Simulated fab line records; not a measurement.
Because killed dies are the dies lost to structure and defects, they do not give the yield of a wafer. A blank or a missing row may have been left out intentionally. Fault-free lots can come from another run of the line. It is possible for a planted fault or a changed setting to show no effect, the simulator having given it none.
fab line records	flow sky130
[record] lots = 13	wafers = 39	last-day = 49
route steps=708 shown POLY_GATE@224 CONTACT@411 PAD_OPEN@708
lots with no fault: from the same line, run without faults
start-h: hours from the record's opening day to when the first of the lot's shown wafers began	wait-h: hours from the lot's prior step to this one	" repeats the value in the row above	L1.1+2: one row covering several wafers at once	- no value, or no start given	* or withheld: withheld	< > ~ a bound
route shown NAME@n: a module of which the file shows steps, and the number in the route of the first	usual: the fault-free wafers' mean and standard deviation	same: alike in all rows	chamber/n: place in a boat	sites: each site's reading	_std_site: the values' standard deviation	_edge_site: the outer-site mean with the inner-site mean subtracted	radius-mm: for every site, how far away it sits from the centre of the wafer	mask NAME#n: copy n	behind: the tool/chamber that last shaped the wafer	hold: what put the lot on hold/how long, in hours/how the hold closed	device: transistor that didn't switch, given as n, p or np	end of line: tests run on the same wafers once the route is complete	a step with no rows: only its recipe	killed: not the wafer's yield, but the dies lost to structure and defects at the first sort	map: dies across one wafer; x = killed, . = not, _ = none there
set.NAME: setting as actually run; set.NAME@STEP: the setting as run at that earlier step	model.NAME: the simulator's own value behind a step, which no gauge read
the route's steps for a sample of lots (tables are steps, rows are wafers)
services: when a tool's chamber went out of use (start-h, in hours from the record's first day, below 0 if earlier), for how many hours, and the reason
[[steps]]
[step SKY_POLY_GATE_EXPOSE_10]
[recipe] mask-id = P1M	na = 0.68	source-shape = conventional	sigma-outer = 0.6	target-cd-nm = 150	dose-mj = 28
[usual] exposure-dose-mJ-cm2 = 27.998/0.027
lot.wafer	tool	chamber	start-h	wait-h	mask	exposure-dose-mJ-cm2
L682.1	krf-scanner-02	0	365.75	-	P1M#0	27.989
L682.2	"	0	"	"	P1M#0	27.959
L682.3	"	0	"	"	P1M#0	27.943
L683.1	krf-scanner-02	0	368.21	-	P1M#0	27.992
L683.4	"	0	"	"	P1M#0	28.014
L683.5	"	0	"	"	P1M#0	28.025
L684.4	krf-scanner-02	0	374.63	-	P1M#0	28.022
L684.5	"	0	"	"	P1M#0	27.994
L684.6	"	0	"	"	P1M#0	28.001
L687.1	krf-scanner-02	0	403.55	-	P1M#0	28.024
L687.3	"	0	"	"	P1M#0	27.985
L687.4	"	0	"	"	P1M#0	28.029
L688.1	krf-scanner-02	0	416.25	-	P1M#0	28.055
L688.2	"	0	"	"	P1M#0	28.008
L688.4	"	0	"	"	P1M#0	28.036
L689.3	krf-scanner-01	0	426.31	-	P1M#0	27.985
L689.5	"	0	"	"	P1M#0	27.956
L689.6	"	0	"	"	P1M#0	27.971
L690.1	krf-scanner-02	0	429.45	-	P1M#0	27.988
L690.3	"	0	"	"	P1M#0	27.987
L690.5	"	0	"	"	P1M#0	27.983
L691.1	krf-scanner-01	0	435.48	-	P1M#0	28.060
L691.2	"	0	"	"	P1M#0	28.025
L691.4	"	0	"	"	P1M#0	28.002
L692.2	krf-scanner-01	0	452.87	-	P1M#0	27.992
L692.3	"	0	"	"	P1M#0	27.974
L692.4	"	0	"	"	P1M#0	28.018
L694.1	krf-scanner-01	0	470.00	-	P1M#0	28.041
L694.3	"	0	"	"	P1M#0	28.035
L694.6	"	0	"	"	P1M#0	27.974
L696.2	krf-scanner-02	0	482.04	-	P1M#0	27.960
L696.4	"	0	"	"	P1M#0	27.976
L696.6	"	0	"	"	P1M#0	28.012
L701.3	krf-scanner-01	0	525.74	-	P1M_R1#0	28.011
L701.4	"	0	"	"	P1M_R1#0	27.997
L701.5	"	0	"	"	P1M_R1#0	28.010
L702.2	krf-scanner-01	0	531.42	-	P1M#0	27.959
L702.4	"	0	"	"	P1M#0	27.966
L702.5	"	0	"	"	P1M#0	27.994
[step SKY_POLY_GATE_CD_MEAS_13]
[recipe] target-cd-nm = 150
[usual] cd-nm = 149.9/1.3
lot.wafer	tool	chamber	start-h	wait-h	cd-nm
L682.1	cd-sem-02	-	380.11	-	148.3
L682.2	"	-	"	"	147.2
L682.3	"	-	"	"	148.7
L683.1	cd-sem-01	-	382.36	-	149.3
L683.4	"	-	"	"	148.3
L683.5	"	-	"	"	149.5
L684.4	cd-sem-01	-	389.17	-	149.9
L684.5	"	-	"	"	149.2
L684.6	"	-	"	"	149.1
L687.1	cd-sem-01	-	417.82	-	150.0
L687.3	"	-	"	"	151.6
L687.4	"	-	"	"	150.3
L688.1	cd-sem-02	-	431.12	-	149.0
L688.2	"	-	"	"	149.2
L688.4	"	-	"	"	150.7
L689.3	cd-sem-01	-	441.16	-	149.9
L689.5	"	-	"	"	150.1
L689.6	"	-	"	"	150.7
L690.1	cd-sem-01	-	444.11	-	152.1
L690.3	"	-	"	"	150.7
L690.5	"	-	"	"	151.2
L691.1	cd-sem-02	-	450.75	-	148.6
L691.2	"	-	"	"	148.6
L691.4	"	-	"	"	148.3
L692.2	cd-sem-01	-	467.93	-	149.9
L692.3	"	-	"	"	150.6
L692.4	"	-	"	"	150.3
L694.1	cd-sem-01	-	484.77	-	149.3
L694.3	"	-	"	"	151.0
L694.6	"	-	"	"	150.6
L696.2	cd-sem-01	-	498.29	-	151.9
L696.4	"	-	"	"	151.8
L696.6	"	-	"	"	152.1
L701.3	cd-sem-02	-	541.00	-	160.5
L701.4	"	-	"	"	161.1
L701.5	"	-	"	"	161.5
L702.2	cd-sem-01	-	546.62	-	150.5
L702.4	"	-	"	"	149.8
L702.5	"	-	"	"	149.7
[step SKY_CONTACT_BOW_MEAS_05]
[recipe] mode = bow
[usual] CONTACT_BOW = 83/6.8
lot.wafer	tool	chamber	start-h	wait-h	CONTACT_BOW[um]
L682.1	film-metro-03	-	713.69	0.1	88
L682.2	"	-	"	"	85
L682.3	"	-	"	"	87
L683.1	film-metro-02	-	718.36	0.1	89
L683.4	"	-	"	"	84
L683.5	"	-	"	"	80
L684.4	film-metro-02	-	723.70	0.2	76
L684.5	"	-	"	"	83
L684.6	"	-	"	"	78
L687.1	film-metro-01	-	751.78	0.1	92
L687.3	"	-	"	"	89
L687.4	"	-	"	"	82
L688.1	film-metro-02	-	762.55	0.1	84
L688.2	"	-	"	"	93
L688.4	"	-	"	"	73
L689.3	film-metro-03	-	770.94	0.2	87
L689.5	"	-	"	"	87
L689.6	"	-	"	"	94
L690.1	film-metro-02	-	772.02	0.1	88
L690.3	"	-	"	"	76
L690.5	"	-	"	"	98
L691.1	film-metro-03	-	778.15	0.1	77
L691.2	"	-	"	"	92
L691.4	"	-	"	"	86
L692.2	film-metro-03	-	796.86	0.3	86
L692.3	"	-	"	"	81
L692.4	"	-	"	"	72
L694.1	film-metro-02	-	807.61	0.1	93
L694.3	"	-	"	"	85
L694.6	"	-	"	"	93
L696.2	film-metro-01	-	822.24	0.2	76
L696.4	"	-	"	"	86
L696.6	"	-	"	"	85
L701.3	film-metro-01	-	858.77	0.2	85
L701.4	"	-	"	"	84
L701.5	"	-	"	"	85
L702.2	film-metro-01	-	859.58	0.3	83
L702.4	"	-	"	"	78
L702.5	"	-	"	"	88
[step SKY_CONTACT_OVL_MEAS_15]
[usual] CONTACT_OVL = 4/5.1
lot.wafer	tool	chamber	start-h	wait-h	CONTACT_OVL[nm]
L682.1	overlay-02	-	741.85	0.1	-2
L682.2	"	-	"	"	6
L682.3	"	-	"	"	1
L683.1	overlay-01	-	746.39	0.1	11
L683.4	"	-	"	"	10
L683.5	"	-	"	"	10
L684.4	overlay-02	-	750.76	0.1	6
L684.5	"	-	"	"	5
L684.6	"	-	"	"	6
L687.1	overlay-01	-	778.72	0.1	7
L687.3	"	-	"	"	12
L687.4	"	-	"	"	0
L688.1	overlay-02	-	789.33	0.1	-1
L688.2	"	-	"	"	7
L688.4	"	-	"	"	4
L689.3	overlay-02	-	797.40	0.1	2
L689.5	"	-	"	"	-4
L689.6	"	-	"	"	6
L690.1	overlay-02	-	799.32	0.1	3
L690.3	"	-	"	"	1
L690.5	"	-	"	"	11
L691.1	overlay-02	-	804.79	0.1	3
L691.2	"	-	"	"	-1
L691.4	"	-	"	"	-1
L692.2	overlay-01	-	822.97	0.1	10
L692.3	"	-	"	"	7
L692.4	"	-	"	"	17
L694.1	overlay-01	-	833.34	0.1	-4
L694.3	"	-	"	"	3
L694.6	"	-	"	"	-3
L696.2	overlay-01	-	849.05	0.1	5
L696.4	"	-	"	"	1
L696.6	"	-	"	"	4
L701.3	overlay-02	-	885.10	0.1	-7
L701.4	"	-	"	"	-3
L701.5	"	-	"	"	-3
L702.2	overlay-01	-	886.67	0.1	0
L702.4	"	-	"	"	1
L702.5	"	-	"	"	-1
[step SKY_CONTACT_THK_MEAS_26]
[recipe] thk-meas-gauge = xrf	reads = W_of_CONTACT_CVD_24
[usual] CONTACT_W_THK = 329/4.5
lot.wafer	tool	chamber	start-h	wait-h	CONTACT_W_THK[nm]
L682.1	film-metro-03	-	742.91	0.1	330
L682.2	"	-	"	"	335
L682.3	"	-	"	"	329
L683.1	film-metro-01	-	747.44	0.1	336
L683.4	"	-	"	"	335
L683.5	"	-	"	"	337
L684.4	film-metro-03	-	751.82	0.1	333
L684.5	"	-	"	"	328
L684.6	"	-	"	"	330
L687.1	film-metro-03	-	779.88	0.1	323
L687.3	"	-	"	"	325
L687.4	"	-	"	"	324
L688.1	film-metro-03	-	790.38	0.1	322
L688.2	"	-	"	"	328
L688.4	"	-	"	"	325
L689.3	film-metro-03	-	798.46	0.1	327
L689.5	"	-	"	"	334
L689.6	"	-	"	"	325
L690.1	film-metro-01	-	800.37	0.1	330
L690.3	"	-	"	"	333
L690.5	"	-	"	"	326
L691.1	film-metro-02	-	805.84	0.1	334
L691.2	"	-	"	"	328
L691.4	"	-	"	"	325
L692.2	film-metro-03	-	824.07	0.1	334
L692.3	"	-	"	"	329
L692.4	"	-	"	"	335
L694.1	film-metro-01	-	834.44	0.1	324
L694.3	"	-	"	"	333
L694.6	"	-	"	"	323
L696.2	film-metro-02	-	850.17	0.1	324
L696.4	"	-	"	"	326
L696.6	"	-	"	"	331
L701.3	film-metro-02	-	886.17	0.1	329
L701.4	"	-	"	"	323
L701.5	"	-	"	"	331
L702.2	film-metro-03	-	887.77	0.1	332
L702.4	"	-	"	"	335
L702.5	"	-	"	"	332
[step SKY_PAD_OPEN_PROBE_99]
[usual] killed_at_M0_to_M3 = 41/6.2	killed_at_M4_up = 3.0/1.7	killed-at-contacts = 25/5.8	killed-at-front-end = 16/4.5	killed-at-other = 0.2/0.42	killed-dies = 85/8.4	killed-open = 46/5.9	killed-short = 39/6.3
[same] gross-dies = 492	killed-at-back-side = 0
lot.wafer	tool	chamber	start-h	wait-h	killed_at_M0_to_M3	killed_at_M4_up	killed-at-contacts	killed-at-front-end	killed-at-other	killed-dies	killed-open	killed-short
L701.3	prober-02	-	1187.42	0.2	41	3	32	22	0	98	55	42
// killed by level:class
L701.3 CONTACT:geometric-particle:open=13 LI_CONTACT:geometric-particle:open=10 VIA1:geometric-particle:open=10 POLY_GATE:geometric-particle:open=7 VIA1:geometric-particle:short=7 METAL2:geometric-particle:short=6 FIELD_ISO:geometric-particle:short=5 VIA2:geometric-particle:open=5
[[services]]
tool	chamber	start-h	hours	kind
krf-scanner-01	-	343.78	0.8	repair
krf-scanner-02	0	348.24	-	calibration
krf-scanner-02	-	370.53	3.6	pm
krf-scanner-01	-	374.08	3.6	pm
krf-scanner-02	-	382.36	1.0	pm
krf-scanner-01	-	393.03	1.3	pm
krf-scanner-01	-	415.67	1.0	pm
krf-scanner-02	-	416.98	0.8	pm
krf-scanner-01	0	429.61	-	calibration
krf-scanner-01	-	432.57	0.8	pm
krf-scanner-02	-	439.64	4.4	pm
krf-scanner-02	-	467.81	4.4	repair
krf-scanner-01	-	487.10	5.3	repair
krf-scanner-02	-	492.39	7.2	pm
krf-scanner-01	-	493.83	5.1	repair
krf-scanner-02	-	499.59	1.3	pm
krf-scanner-02	0	516.41	-	calibration
[[key]]
[first-sign] step = SKY_POLY_GATE_EXPOSE_10	reading = mask	direction = changed
[effect] step = SKY_POLY_GATE_CD_MEAS_13	reading = cd-nm	direction = up	sigmas = 8.6	usual = 149.9	struck = 161.0
met-at SKY_POLY_GATE_EXPOSE_10
struck-lots L701
tester-left-out L701
not-acting-at SKY_CONTACT_BOW_MEAS_05,SKY_CONTACT_OVL_MEAS_15,SKY_CONTACT_THK_MEAS_26
onset-between 470.00 525.74
[fault] kind = wrong-mask	tool = any	chamber = -	onset-h = 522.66	steps = SKY_POLY_GATE_EXPOSE_10	aux-copy = P1M_R1#0	cd-offset-nm = 11	scope = struck-lots-only
// tester-left-out: of these lots the tester's yield and bins aren't shown, on N5 and GAA mostly nor the transistor test; their killed dies are dies lost to structure and defects alone, not to doping, threshold or leakage, so they don't give the yield
